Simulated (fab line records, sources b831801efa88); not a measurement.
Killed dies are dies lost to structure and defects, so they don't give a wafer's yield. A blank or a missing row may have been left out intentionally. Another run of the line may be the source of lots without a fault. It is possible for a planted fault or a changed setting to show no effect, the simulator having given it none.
Struck lot and sound lot, side by side    flow gf180mcu    22 out of 602 route steps
Sound: these wafers, L228.2, L228.4, L228.6. The struck wafers were L245.1, L245.2, L245.6. The cause comes at the end.
Each step with rows lists, per side, the tool, then ch with its chambers, then its first start. Under that, the readings that differ: sound wafers    struck wafers    difference of the means    sigmas: that difference in standard deviations of wafers without a fault.
alike: readings with means less than 2 such deviations apart, plus words and numbers identical on both sides. not compared: withheld readings, readings lacking a value on some wafer, bounds such as >300 that could conceal the same value, and numbers that have no deviation in the record and whose values overlap.
A row with sigmas, a row that says differs or no value, or rows on one side alone: a step with any of these is where the two part. Numbers that don't overlap but have no deviation are shown without sigmas and don't part them. A reading missing from all wafers of one side parts the sides only when that side holds two or more wafers.

first, 6 steps without rows for these wafers: GF_VT_IMPLANT_HMDS_23 (prime time 60 s); GF_VT_IMPLANT_COAT_24 (resist thk 1000 nm); GF_VT_IMPLANT_SOFTBAKE_25 (time 60 s); GF_VT_IMPLANT_EXPOSE_26 (exposes mask LVPWELL HV AREA, target cd 860 nm); GF_VT_IMPLANT_PEB_27; GF_VT_IMPLANT_DEVELOP_28 (develop time 60 s).
GF_VT_IMPLANT_OVL_MEAS_29:
  struck on overlay-02, day 12 08:22; sound on overlay-01, day 7 18:36
reading                 sound           struck        difference  sigmas
VT_IMPLANT_02_OVL (nm)  -5.1 -6.5 -5.3  1.1 -1.9 0.7  +5.6        +3
after that, 1 step had no rows for these wafers: GF_VT_IMPLANT_IMPLANT_30.
GF_VT_IMPLANT_STRIP_31: strips in O2/N2.
  sound on plasma asher-03 ch 0,1, day 7 18:47; struck on plasma asher-03 ch 0,1, day 12 08:34
  alike: chamber pressure mTorr, drypump motor current A, heater power w, oes product au, strip time to endpoint s
  not compared: rf hours counter h
GF_VT_IMPLANT_TW_MEAS_32:
  struck on film metro-03, day 12 08:40; sound on film metro-01, day 7 18:53
reading          sound              struck             difference  sigmas
VT_IMPLANT_3_TW  272.6 271.8 271.7  264.7 266.5 263.4  -7.2        -3
then, 2 steps without rows for these wafers: GF_VT_IMPLANT_DEHYDRATE_33 (time 60 s); GF_VT_IMPLANT_HMDS_34 (prime time 60 s).
GF_VT_IMPLANT_COAT_35: resist thk 1000 nm.
  sound on litho track-04 ch 0, day 8 02:37; struck on litho track-04 ch 0, day 12 17:35
reading                                          sound                 struck                difference  sigmas
spin speed rpm (rpm)                             2996.5 2993.4 2997.8  3078.0 3075.3 3079.4  +81.7       +33
model.NOVOLAK_of_VT_IMPLANT_COAT_35.thk nm (nm)  1001 1004 1001        982.3 982.7 983.3     -19.2       
  alike: exhaust pa
then, 3 steps without rows for these wafers: GF_VT_IMPLANT_SOFTBAKE_36 (time 60 s); GF_VT_IMPLANT_EXPOSE_37 (exposes mask Nwell HV AREA, target cd 860 nm); GF_VT_IMPLANT_PEB_38.
GF_VT_IMPLANT_DEVELOP_39: develop time 60 s.
  sound on litho track-01 ch 0, day 8 10:15; struck on litho track-04 ch 0, day 13 03:26
reading                                          sound           struck             difference  sigmas
model.NOVOLAK_of_VT_IMPLANT_COAT_35.thk nm (nm)  1001 1004 1001  981.9 982.3 982.9  -19.6       
  alike: exhaust pa
GF_VT_IMPLANT_OVL_MEAS_40:
  struck on overlay-02, day 13 03:35; sound on overlay-02, day 8 10:23
  alike: VT_IMPLANT_03_OVL
after that, 1 step had no rows for these wafers: GF_VT_IMPLANT_IMPLANT_41.
GF_VT_IMPLANT_STRIP_42: strips in O2/N2.
  sound on plasma asher-01 ch 0,1, day 8 10:34; struck on plasma asher-01 ch 0,1, day 13 03:47
reading                       sound              struck             difference  sigmas
strip time to endpoint s (s)  12.63 12.67 12.64  12.44 12.43 12.44  -0.21       -7
  alike: chamber pressure mTorr, drypump motor current A, heater power w, oes product au
  not compared: rf hours counter h
GF_VT_IMPLANT_TW_MEAS_43:
  struck on film metro-04, day 13 03:53; sound on film metro-03, day 8 10:40
  alike: VT_IMPLANT_4_TW
GF_PASSIVATION_PROBE_99:
  rows exist in the record for the sound wafers here (prober-01, day 30 00:43), none for the struck ones

== WHERE THEY PART ==
Last at GF_PASSIVATION_PROBE_99 as far as this record goes, first at GF_VT_IMPLANT_OVL_MEAS_29.

WHY: whatever the simulator had introduced
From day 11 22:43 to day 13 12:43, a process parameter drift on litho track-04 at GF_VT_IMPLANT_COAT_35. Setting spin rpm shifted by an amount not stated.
